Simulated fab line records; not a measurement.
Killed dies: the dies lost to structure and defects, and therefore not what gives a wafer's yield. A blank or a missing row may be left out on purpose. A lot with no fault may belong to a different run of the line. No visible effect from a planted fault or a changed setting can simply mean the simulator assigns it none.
fab line records	flow sky130
[record] lots = 24	wafers = 72	lastDay = 50
route steps=708 shown VIA1@461 VIA2@523 METAL3@534 VIA3@596
lots that met no fault: taken from a fault-free run of the same line
startH: hours from the record's first day to the start of the lot's first wafer shown	waitH: hours elapsed since this lot's preceding step	" unchanged from the row above	L1.1+2: a row that stands for several wafers	- no value, or no start given	* or withheld: withheld	< > ~ a bound
route shown NAME@n: a module of which the file shows steps, and the number in the route of the first	usual: mean/standard deviation of fault-free wafers	same: alike in all rows	chamber/n: place in a boat	sites: readings site by site	_std_site: standard deviation of those values	_edge_site: the outer-site mean with the inner-site mean subtracted	radiusMm: how far each site lies from the wafer's centre	mask NAME#n: copy n	behind: the most recent tool/chamber to have shaped the wafer	hold: why the lot was held/for how many hours/how that ended	device: the transistor (n, p or np) that didn't switch	end of line: the tests these same wafers got at the end of their route	step lacking rows: just its recipe	killed: not the wafer's yield, but the dies lost to structure and defects at the first sort	map: shows each die of a wafer: x if killed, . if not, _ if none is there
set.NAME: setting as actually run; set.NAME@STEP: the setting as run at that earlier step	model.NAME: the simulator's own value behind a step, which no gauge read
a sample of lots followed through the steps of the route, with each step as a table and each wafer as a row
services: a tool's chamber out of use, with start hour (startH, from the record's first day; less than 0 if before it), hours out, and reason
[[steps]]
[step SKY_VIA1_BOW_MEAS_03]
[recipe] mode = bow
[usual] VIA1_BOW = 81/7.3
lot.wafer	tool	chamber	startH	waitH	VIA1_BOW[um]
L074.1	filmMetro-02	-	744.42	0.2	89
L074.3	"	-	"	"	82
L074.5	"	-	"	"	82
L075.4	filmMetro-02	-	757.12	0.2	89
L075.5	"	-	"	"	81
L075.6	"	-	"	"	81
L076.2	filmMetro-04	-	766.10	0.1	70
L076.4	"	-	"	"	84
L076.5	"	-	"	"	82
L077.2	filmMetro-01	-	778.28	0.2	84
L077.3	"	-	"	"	88
L077.6	"	-	"	"	90
L078.1	filmMetro-02	-	793.35	0.2	85
L078.2	"	-	"	"	88
L078.3	"	-	"	"	86
L079.3	filmMetro-04	-	806.90	0.2	73
L079.4	"	-	"	"	67
L079.6	"	-	"	"	75
L080.2	filmMetro-01	-	812.83	0.1	83
L080.3	"	-	"	"	94
L080.4	"	-	"	"	91
L081.1	filmMetro-04	-	816.32	0.2	81
L081.5	"	-	"	"	78
L081.6	"	-	"	"	90
L082.1	filmMetro-02	-	831.47	0.2	80
L082.2	"	-	"	"	80
L082.5	"	-	"	"	76
L084.3	filmMetro-02	-	837.30	0.2	73
L084.5	"	-	"	"	79
L084.6	"	-	"	"	77
L083.1	filmMetro-02	-	839.00	0.1	81
L083.3	"	-	"	"	94
L083.5	"	-	"	"	86
L085.3	filmMetro-04	-	841.83	0.3	73
L085.4	"	-	"	"	76
L085.6	"	-	"	"	96
L086.1	filmMetro-04	-	850.82	0.1	74
L086.3	"	-	"	"	79
L086.4	"	-	"	"	92
L087.3	filmMetro-04	-	860.33	0.3	83
L087.4	"	-	"	"	76
L087.6	"	-	"	"	75
L088.1	filmMetro-02	-	865.05	0.2	68
L088.2	"	-	"	"	71
L088.4	"	-	"	"	79
L090.3	filmMetro-04	-	897.17	0.3	83
L090.5	"	-	"	"	74
L090.6	"	-	"	"	90
L091.2	filmMetro-02	-	897.50	0.3	78
L091.4	"	-	"	"	85
L091.5	"	-	"	"	74
L089.2	filmMetro-04	-	898.11	0.3	68
L089.4	"	-	"	"	85
L089.5	"	-	"	"	80
L092.4	filmMetro-04	-	899.57	0.3	87
L092.5	"	-	"	"	79
L092.6	"	-	"	"	91
L093.1	filmMetro-02	-	908.13	0.1	85
L093.5	"	-	"	"	81
L093.6	"	-	"	"	75
L094.3	filmMetro-02	-	924.96	0.3	82
L094.4	"	-	"	"	88
L094.5	"	-	"	"	87
L096.1	filmMetro-04	-	941.52	0.2	92
L096.3	"	-	"	"	76
L096.6	"	-	"	"	79
L095.1	filmMetro-02	-	941.94	0.2	75
L095.3	"	-	"	"	88
L095.6	"	-	"	"	83
L097.1	filmMetro-04	-	946.65	0.2	79
L097.2	"	-	"	"	76
L097.3	"	-	"	"	79
[step SKY_VIA1_SPUTTER_20]
[recipe] material = TiN	targetThkNm = 20	chamberPressurePa = 5	powerW = 4000	timeS = 80
[usual] throttleValvePct = 29.8/0.82
lot.wafer	tool	chamber	startH	waitH	throttleValvePct
L074.1	pvdSputter-03	-	772.65	0.0	31.2
L074.3	"	-	"	"	29.4
L074.5	"	-	"	"	30.8
L075.4	pvdSputter-01	-	784.49	0.0	30.8
L075.5	"	-	"	"	30.1
L075.6	"	-	"	"	29.8
L076.2	pvdSputter-03	-	793.94	0.0	28.4
L076.4	"	-	"	"	30.2
L076.5	"	-	"	"	29.4
L077.2	pvdSputter-03	-	805.34	0.0	28.6
L077.3	"	-	"	"	31.0
L077.6	"	-	"	"	29.9
L078.1	pvdSputter-02	-	820.30	0.0	29.3
L078.2	"	-	"	"	28.7
L078.3	"	-	"	"	30.3
L079.3	pvdSputter-01	-	833.88	0.0	31.0
L079.4	"	-	"	"	30.6
L079.6	"	-	"	"	30.6
L080.2	pvdSputter-01	-	839.96	0.0	30.6
L080.3	"	-	"	"	30.3
L080.4	"	-	"	"	30.9
L081.1	pvdSputter-02	-	842.95	0.0	30.3
L081.5	"	-	"	"	30.3
L081.6	"	-	"	"	29.1
L082.1	pvdSputter-03	-	857.80	0.0	29.1
L082.2	"	-	"	"	28.6
L082.5	"	-	"	"	28.4
L084.3	pvdSputter-01	-	864.10	0.0	30.8
L084.5	"	-	"	"	30.7
L084.6	"	-	"	"	30.8
L083.1	pvdSputter-01	-	866.61	0.0	30.8
L083.3	"	-	"	"	30.7
L083.5	"	-	"	"	30.4
L085.3	pvdSputter-03	-	868.70	0.0	28.7
L085.4	"	-	"	"	31.2
L085.6	"	-	"	"	29.4
L086.1	pvdSputter-02	-	877.70	0.0	29.7
L086.3	"	-	"	"	28.5
L086.4	"	-	"	"	30.3
L087.3	pvdSputter-03	-	886.81	0.0	29.3
L087.4	"	-	"	"	30.2
L087.6	"	-	"	"	30.9
L088.1	pvdSputter-03	-	891.68	0.0	30.1
L088.2	"	-	"	"	29.7
L088.4	"	-	"	"	31.1
L090.3	pvdSputter-02	-	923.07	0.0	29.8
L090.5	"	-	"	"	30.4
L090.6	"	-	"	"	29.1
L091.2	pvdSputter-01	-	923.12	0.0	30.7
L091.4	"	-	"	"	30.4
L091.5	"	-	"	"	29.3
L089.2	pvdSputter-02	-	923.55	0.0	29.4
L089.4	"	-	"	"	28.3
L089.5	"	-	"	"	30.3
L092.4	pvdSputter-03	-	924.86	0.0	30.0
L092.5	"	-	"	"	29.5
L092.6	"	-	"	"	28.4
L093.1	pvdSputter-02	-	933.85	0.0	30.0
L093.5	"	-	"	"	30.0
L093.6	"	-	"	"	28.0
L094.3	pvdSputter-02	-	950.19	0.0	28.3
L094.4	"	-	"	"	29.5
L094.5	"	-	"	"	29.1
L096.1	pvdSputter-03	-	967.35	0.0	29.4
L096.3	"	-	"	"	28.5
L096.6	"	-	"	"	28.6
L095.1	pvdSputter-02	-	967.56	0.0	29.1
L095.3	"	-	"	"	29.9
L095.6	"	-	"	"	29.2
L097.1	pvdSputter-03	-	972.06	0.0	28.6
L097.2	"	-	"	"	31.1
L097.3	"	-	"	"	30.2
[step SKY_VIA2_STRIP_16]
[recipe] chemistry = O2/N2	powerW = 1400	pressureMtorr = 1500	platenTempC = withheld	o2FlowSccm = 3000	n2FlowSccm = 300	overashFraction = 0.5
[usual] drypumpMotorCurrentA = 5.6/0.48	oesProductAu = 0.399/0.005	stripTimeToEndpointS = 4.05/0.032
lot.wafer	tool	chamber	startH	waitH	drypumpMotorCurrentA	oesProductAu	rfHoursCounterH	stripTimeToEndpointS
L074.1	plasmaAsher-03	0	827.27	0.0	5.4	0.397	67	4.08
L074.3	"	0	"	"	5.4	0.403	-	4.05
L074.5	"	1	"	"	6.4	0.403	-	4.07
L075.4	plasmaAsher-04	0	840.18	0.1	5.5	0.398	-	3.98
L075.5	"	0	"	"	5.6	0.390	-	4.00
L075.6	"	1	"	"	5.9	0.396	-	4.02
L076.2	plasmaAsher-03	1	848.15	0.0	6.5	0.401	69	4.10
L076.4	"	0	"	"	5.4	0.394	-	4.08
L076.5	"	0	"	"	5.4	0.402	-	4.08
L077.2	plasmaAsher-04	0	860.88	0.0	5.6	0.397	10	4.06
L077.3	"	0	"	"	5.6	0.394	-	3.99
L077.6	"	1	"	"	5.9	0.396	-	3.99
L078.1	plasmaAsher-03	0	875.82	0.0	5.4	0.402	73	4.04
L078.2	"	1	"	"	6.4	0.395	73	4.11
L078.3	"	0	"	"	5.4	0.401	-	4.09
L079.3	plasmaAsher-01	1	889.83	0.1	5.2	0.407	-	4.06
L079.4	"	0	"	"	5.1	0.395	-	4.05
L079.6	"	1	"	"	5.2	0.397	-	3.99
L080.2	plasmaAsher-01	0	893.93	0.0	5.2	0.401	93	4.00
L080.3	"	0	"	"	5.1	0.403	-	4.03
L080.4	"	1	"	"	5.1	0.410	-	4.06
L081.1	plasmaAsher-03	1	897.52	0.0	6.4	0.407	75	4.05
L081.5	"	0	"	"	5.4	0.402	-	4.00
L081.6	"	1	"	"	6.4	0.403	-	4.04
L082.1	plasmaAsher-03	0	911.57	0.0	5.4	0.396	77	4.11
L082.2	"	1	"	"	6.4	0.399	77	4.07
L082.5	"	1	"	"	6.4	0.406	-	4.10
L084.3	plasmaAsher-04	1	917.78	0.1	5.9	0.408	-	4.08
L084.5	"	0	"	"	5.6	0.396	-	4.02
L084.6	"	1	"	"	5.9	0.389	-	4.08
L083.1	plasmaAsher-01	1	920.15	0.0	5.2	0.402	95	3.97
L083.3	"	0	"	"	5.2	0.402	-	4.01
L083.5	"	0	"	"	5.2	0.398	-	4.01
L085.3	plasmaAsher-03	1	921.21	0.1	6.4	0.401	-	4.11
L085.4	"	0	"	"	5.4	0.393	-	4.09
L085.6	"	0	"	"	5.4	0.401	-	4.09
L086.1	plasmaAsher-03	0	930.37	0.0	5.4	0.395	79	4.01
L086.3	"	0	"	"	5.4	0.396	-	4.06
L086.4	"	1	"	"	6.4	0.402	-	4.03
L087.3	plasmaAsher-03	0	938.47	0.1	5.4	0.399	-	4.02
L087.4	"	1	"	"	6.4	0.394	-	3.99
L087.6	"	1	"	"	6.4	0.392	-	4.03
L088.1	plasmaAsher-01	0	943.85	0.0	5.1	0.394	98	4.05
L088.2	"	1	"	"	5.2	0.393	98	3.98
L088.4	"	0	"	"	5.1	0.403	-	4.05
L090.3	plasmaAsher-01	0	973.83	0.1	5.1	0.400	-	4.06
L090.5	"	1	"	"	5.2	0.397	-	4.07
L090.6	"	0	"	"	5.2	0.403	-	4.06
L091.2	plasmaAsher-04	1	973.92	0.0	5.9	0.399	23	4.04
L091.4	"	0	"	"	5.6	0.395	-	4.09
L091.5	"	1	"	"	5.9	0.410	-	4.08
L089.2	plasmaAsher-01	0	974.53	0.0	5.2	0.399	101	4.09
L089.4	"	0	"	"	5.1	0.398	-	4.03
L089.5	"	1	"	"	5.2	0.399	-	4.05
L092.4	plasmaAsher-04	1	975.71	0.1	5.9	0.397	-	4.08
L092.5	"	1	"	"	5.9	0.398	-	4.04
L092.6	"	0	"	"	5.6	0.406	-	4.03
L093.1	plasmaAsher-01	0	984.53	0.0	5.1	0.389	103	4.02
L093.5	"	1	"	"	5.2	0.401	-	3.99
L093.6	"	0	"	"	5.1	0.395	-	4.06
L094.3	plasmaAsher-01	0	1000.03	0.1	5.2	0.399	-	4.06
L094.4	"	1	"	"	5.2	0.393	-	4.08
L094.5	"	1	"	"	5.2	0.397	-	4.02
L096.1	plasmaAsher-01	0	1016.22	0.0	5.2	0.395	105	4.07
L096.3	"	1	"	"	5.2	0.395	-	4.06
L096.6	"	1	"	"	5.2	0.402	-	4.08
L095.1	plasmaAsher-03	0	1016.57	0.0	5.4	0.403	87	4.03
L095.3	"	0	"	"	5.4	0.395	-	4.02
L095.6	"	0	"	"	5.4	0.395	-	4.02
L097.1	plasmaAsher-01	0	1021.05	0.0	5.1	0.398	106	4.03
L097.2	"	1	"	"	5.2	0.395	106	4.01
L097.3	"	1	"	"	5.2	0.414	-	4.06
[step SKY_METAL3_SPUTTER_02]
[recipe] material = AlCu	targetThkNm = 735	powerW = 10600	timeS = 39.1	chamberPressurePa = 0.4
[usual] throttleValvePct = 30.1/1.3
lot.wafer	tool	chamber	startH	waitH	throttleValvePct
L074.1	pvdSputter-03	-	828.62	0.0	28.7
L074.3	"	-	"	"	31.1
L074.5	"	-	"	"	29.9
L075.4	pvdSputter-02	-	841.49	0.0	30.2
L075.5	"	-	"	"	30.0
L075.6	"	-	"	"	29.1
L076.2	pvdSputter-03	-	849.46	0.0	29.6
L076.4	"	-	"	"	30.9
L076.5	"	-	"	"	28.5
L077.2	pvdSputter-03	-	862.19	0.0	30.9
L077.3	"	-	"	"	30.2
L077.6	"	-	"	"	29.4
L078.1	pvdSputter-04	-	877.47	0.0	29.4
L078.2	"	-	"	"	32.2
L078.3	"	-	"	"	32.0
L079.3	pvdSputter-02	-	891.27	0.0	29.3
L079.4	"	-	"	"	30.1
L079.6	"	-	"	"	29.2
L080.2	pvdSputter-03	-	895.24	0.0	29.3
L080.3	"	-	"	"	30.1
L080.4	"	-	"	"	30.9
L081.1	pvdSputter-04	-	898.96	0.0	32.3
L081.5	"	-	"	"	28.6
L081.6	"	-	"	"	29.3
L082.1	pvdSputter-03	-	912.90	0.0	29.9
L082.2	"	-	"	"	31.0
L082.5	"	-	"	"	30.0
L084.3	pvdSputter-03	-	919.11	0.0	31.3
L084.5	"	-	"	"	30.9
L084.6	"	-	"	"	30.1
L083.1	pvdSputter-04	-	921.58	0.0	28.2
L083.3	"	-	"	"	32.0
L083.5	"	-	"	"	29.5
L085.3	pvdSputter-02	-	922.53	0.0	30.2
L085.4	"	-	"	"	30.1
L085.6	"	-	"	"	29.5
L086.1	pvdSputter-04	-	931.69	0.0	28.9
L086.3	"	-	"	"	29.1
L086.4	"	-	"	"	32.1
L087.3	pvdSputter-02	-	939.78	0.0	29.7
L087.4	"	-	"	"	30.3
L087.6	"	-	"	"	30.5
L088.1	pvdSputter-02	-	945.19	0.0	28.4
L088.2	"	-	"	"	30.3
L088.4	"	-	"	"	30.0
L090.3	pvdSputter-03	-	975.12	0.0	28.4
L090.5	"	-	"	"	31.1
L090.6	"	-	"	"	30.3
L091.2	pvdSputter-02	-	975.30	0.0	30.4
L091.4	"	-	"	"	28.6
L091.5	"	-	"	"	30.0
L089.2	pvdSputter-04	-	975.85	0.0	32.1
L089.4	"	-	"	"	29.5
L089.5	"	-	"	"	32.3
L092.4	pvdSputter-04	-	977.04	0.0	32.1
L092.5	"	-	"	"	29.1
L092.6	"	-	"	"	32.4
L093.1	pvdSputter-04	-	985.89	0.0	32.3
L093.5	"	-	"	"	28.6
L093.6	"	-	"	"	29.2
L094.3	pvdSputter-03	-	1001.34	0.0	30.9
L094.4	"	-	"	"	29.3
L094.5	"	-	"	"	30.1
L096.1	pvdSputter-04	-	1017.57	0.0	28.6
L096.3	"	-	"	"	29.4
L096.6	"	-	"	"	28.3
L095.1	pvdSputter-04	-	1017.89	0.0	28.4
L095.3	"	-	"	"	32.1
L095.6	"	-	"	"	32.4
L097.1	pvdSputter-04	-	1022.36	0.0	32.1
L097.2	"	-	"	"	32.2
L097.3	"	-	"	"	28.2
[step SKY_METAL3_SPUTTER_03]
[recipe] material = Ti	targetThkNm = 5	powerW = 3000	timeS = 3.3	chamberPressurePa = 0.4
[usual] throttleValvePct = 30.1/1.3
lot.wafer	tool	chamber	startH	waitH	throttleValvePct
L074.1	pvdSputter-03	-	828.66	0.0	28.5
L074.3	"	-	"	"	30.5
L074.5	"	-	"	"	29.8
L075.4	pvdSputter-02	-	841.53	0.0	30.2
L075.5	"	-	"	"	30.0
L075.6	"	-	"	"	29.5
L076.2	pvdSputter-03	-	849.50	0.0	30.0
L076.4	"	-	"	"	30.8
L076.5	"	-	"	"	28.7
L077.2	pvdSputter-03	-	862.23	0.0	30.9
L077.3	"	-	"	"	29.9
L077.6	"	-	"	"	29.6
L078.1	pvdSputter-04	-	877.51	0.0	29.4
L078.2	"	-	"	"	32.2
L078.3	"	-	"	"	32.5
L079.3	pvdSputter-02	-	891.31	0.0	29.0
L079.4	"	-	"	"	30.1
L079.6	"	-	"	"	28.9
L080.2	pvdSputter-03	-	895.28	0.0	29.5
L080.3	"	-	"	"	30.0
L080.4	"	-	"	"	30.9
L081.1	pvdSputter-04	-	903.66	4.7	32.2
L081.5	"	-	"	"	28.5
L081.6	"	-	"	"	29.2
L082.1	pvdSputter-03	-	912.94	0.0	29.9
L082.2	"	-	"	"	31.0
L082.5	"	-	"	"	30.1
L084.3	pvdSputter-03	-	919.15	0.0	31.0
L084.5	"	-	"	"	31.0
L084.6	"	-	"	"	29.8
L083.1	pvdSputter-04	-	921.61	0.0	28.4
L083.3	"	-	"	"	32.1
L083.5	"	-	"	"	29.0
L085.3	pvdSputter-02	-	922.57	0.0	30.1
L085.4	"	-	"	"	30.1
L085.6	"	-	"	"	29.3
L086.1	pvdSputter-04	-	931.73	0.0	28.4
L086.3	"	-	"	"	29.3
L086.4	"	-	"	"	32.0
L087.3	pvdSputter-02	-	939.82	0.0	29.2
L087.4	"	-	"	"	30.2
L087.6	"	-	"	"	30.4
L088.1	pvdSputter-02	-	945.23	0.0	28.4
L088.2	"	-	"	"	30.5
L088.4	"	-	"	"	30.0
L090.3	pvdSputter-03	-	975.15	0.0	28.6
L090.5	"	-	"	"	31.1
L090.6	"	-	"	"	30.1
L091.2	pvdSputter-02	-	975.33	0.0	30.5
L091.4	"	-	"	"	28.3
L091.5	"	-	"	"	29.9
L089.2	pvdSputter-04	-	975.89	0.0	32.1
L089.4	"	-	"	"	29.3
L089.5	"	-	"	"	32.1
L092.4	pvdSputter-04	-	977.07	0.0	32.1
L092.5	"	-	"	"	29.3
L092.6	"	-	"	"	32.2
L093.1	pvdSputter-04	-	985.93	0.0	32.2
L093.5	"	-	"	"	28.3
L093.6	"	-	"	"	29.2
L094.3	pvdSputter-03	-	1001.38	0.0	30.8
L094.4	"	-	"	"	29.4
L094.5	"	-	"	"	30.3
L096.1	pvdSputter-04	-	1017.61	0.0	28.4
L096.3	"	-	"	"	29.3
L096.6	"	-	"	"	28.4
L095.1	pvdSputter-04	-	1017.93	0.0	28.4
L095.3	"	-	"	"	32.1
L095.6	"	-	"	"	32.4
L097.1	pvdSputter-04	-	1022.40	0.0	32.4
L097.2	"	-	"	"	32.1
L097.3	"	-	"	"	28.3
[step SKY_VIA3_THK_MEAS_23]
[recipe] thkMeasGauge = xrf	reads = W_of_VIA3_CVD_21
[usual] VIA3_W_THK = 395/5.2
lot.wafer	tool	chamber	startH	waitH	VIA3_W_THK[nm]
L074.1	filmMetro-01	-	909.46	0.1	393
L074.3	"	-	"	"	396
L074.5	"	-	"	"	394
L075.4	filmMetro-04	-	921.79	0.1	405
L075.5	"	-	"	"	403
L075.6	"	-	"	"	401
L076.2	filmMetro-01	-	929.43	0.1	386
L076.4	"	-	"	"	398
L076.5	"	-	"	"	392
L077.2	filmMetro-02	-	940.21	0.1	377
L077.3	"	-	"	"	383
L077.6	"	-	"	"	385
L078.1	filmMetro-04	-	954.98	0.1	399
L078.2	"	-	"	"	397
L078.3	"	-	"	"	397
L079.3	filmMetro-04	-	969.45	0.1	403
L079.4	"	-	"	"	405
L079.6	"	-	"	"	399
L080.2	filmMetro-04	-	972.91	0.1	398
L080.3	"	-	"	"	395
L080.4	"	-	"	"	396
L081.1	filmMetro-01	-	980.02	0.1	392
L081.5	"	-	"	"	395
L081.6	"	-	"	"	393
L082.1	filmMetro-01	-	987.72	0.1	397
L082.2	"	-	"	"	396
L082.5	"	-	"	"	395
L084.3	filmMetro-02	-	995.54	0.1	393
L084.5	"	-	"	"	388
L084.6	"	-	"	"	388
L083.1	filmMetro-02	-	997.82	0.1	386
L083.3	"	-	"	"	390
L083.5	"	-	"	"	388
L085.3	filmMetro-04	-	998.32	0.1	392
L085.4	"	-	"	"	391
L085.6	"	-	"	"	389
L086.1	filmMetro-01	-	1008.07	0.1	402
L086.3	"	-	"	"	399
L086.4	"	-	"	"	399
L087.3	filmMetro-04	-	1013.04	0.1	397
L087.4	"	-	"	"	395
L087.6	"	-	"	"	394
L088.1	filmMetro-01	-	1019.31	0.1	404
L088.2	"	-	"	"	399
L088.4	"	-	"	"	407
L090.3	filmMetro-01	-	1047.08	0.1	402
L090.5	"	-	"	"	395
L090.6	"	-	"	"	396
L091.2	filmMetro-04	-	1047.68	0.1	401
L091.4	"	-	"	"	396
L091.5	"	-	"	"	400
L089.2	filmMetro-01	-	1047.77	0.1	394
L089.4	"	-	"	"	400
L089.5	"	-	"	"	392
L092.4	filmMetro-01	-	1048.11	0.1	393
L092.5	"	-	"	"	397
L092.6	"	-	"	"	391
L093.1	filmMetro-01	-	1056.32	0.1	399
L093.5	"	-	"	"	399
L093.6	"	-	"	"	393
L094.3	filmMetro-01	-	1071.62	0.1	398
L094.4	"	-	"	"	398
L094.5	"	-	"	"	396
L096.1	filmMetro-02	-	1085.62	0.1	388
L096.3	"	-	"	"	392
L096.6	"	-	"	"	388
L095.1	filmMetro-02	-	1086.43	0.1	396
L095.3	"	-	"	"	394
L095.6	"	-	"	"	393
L097.1	filmMetro-04	-	1090.44	0.1	393
L097.2	"	-	"	"	398
L097.3	"	-	"	"	403
[[services]]
tool	chamber	startH	hours	kind
plasmaAsher-04	-	793.73	17.9	pm
pvdSputter-04	-	829.68	2.6	repair
pvdSputter-03	3	832.59	-	consumableReplace:kit
pvdSputter-03	3	832.59	18.0	scheduledDown
pvdSputter-03	3	832.59	18.0	ventCycle
pvdSputter-04	0	834.66	-	consumableReplace:kit
pvdSputter-04	0	834.66	18.0	scheduledDown
pvdSputter-04	0	834.66	18.0	ventCycle
pvdSputter-04	-	842.94	2.8	repair
plasmaAsher-01	-	845.46	36.9	repair
plasmaAsher-01	-	872.42	2.1	repair
plasmaAsher-04	-	881.52	2.8	pm
pvdSputter-01	-	892.39	7.3	repair
plasmaAsher-01	-	898.01	2.8	pm
pvdSputter-04	-	905.54	3.6	repair
plasmaAsher-03	-	969.84	8.0	repair
pvdSputter-02	-	978.97	7.7	repair
pvdSputter-03	-	983.43	1.9	repair
pvdSputter-01	-	984.57	1.2	repair
plasmaAsher-01	-	989.01	1.1	repair
pvdSputter-02	-	996.28	1.3	repair
pvdSputter-02	-	997.45	8.9	repair
pvdSputter-01	-	1015.28	2.1	repair
pvdSputter-03	-	1017.08	2.3	repair
[[key]]
fault none
